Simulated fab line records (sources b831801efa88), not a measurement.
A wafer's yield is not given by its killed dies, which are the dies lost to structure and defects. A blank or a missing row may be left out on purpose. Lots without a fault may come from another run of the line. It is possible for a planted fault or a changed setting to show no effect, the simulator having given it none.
Matching of chambers ; flow gf180mcu ; 3 sister chambers for GF_PASSIVATION_CVD_00 on pecvd-03
The step deposits SiO2 from TEOS, target thk 1000 nm, time 111.95 s. 6 wafers are shown with their chamber, then 9 later ones without.

== EACH WAFER AND ITS CHAMBER ==
wafer;chamber;heater power w (W)
L629.2;1;728
L637.1;0;650
L637.2;1;720
L639.2;2;681
L639.4;2;742
L639.5;0;690

== WAFERS WHOSE CHAMBER IS MISSING ==
wafer;heater power w (W)
L641.1;729
L641.3;624
L641.6;632
L648.2;691
L648.4;737
L648.5;769
L649.1;767
L649.2;740
L649.3;826

== WHICH CHAMBER EACH ONE RAN IN ==
wafer;from the rows above;in truth
L641.1;can't be placed: 1 or 2 or 0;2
L641.3;can't be placed: 0 or 2 or 1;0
L641.6;can't be placed: 0 or 2 or 1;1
L648.2;can't be placed: 2 or 0 or 1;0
L648.4;can't be placed: 1 or 2 or 0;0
L648.5;can't be placed: 1 or 2 or 0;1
L649.1;can't be placed: 1 or 2 or 0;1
L649.2;can't be placed: 1 or 2 or 0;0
L649.3;can't be placed: 1 or 2 or 0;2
Correctly placed: 0 of 9. From these rows, 9 cannot be placed; in 9 the true chamber is one of the candidates. Placed wrongly: 0.
How it was worked out, from the rows above alone: a wafer's distance from a chamber is the root of the sum, over the readings, of the square of ((its reading less the chamber's mean) divided by the reading's scatter). If the next closest chamber is less than 2 further off than the closest, the wafer can't be placed; otherwise it belongs to the closest. The mean given for a chamber averages the wafers shown for that chamber. How the scatter is found: for the shown wafers, subtract from each reading the mean of its chamber, square and add these, divide the total by (wafers less chambers), then take the root.
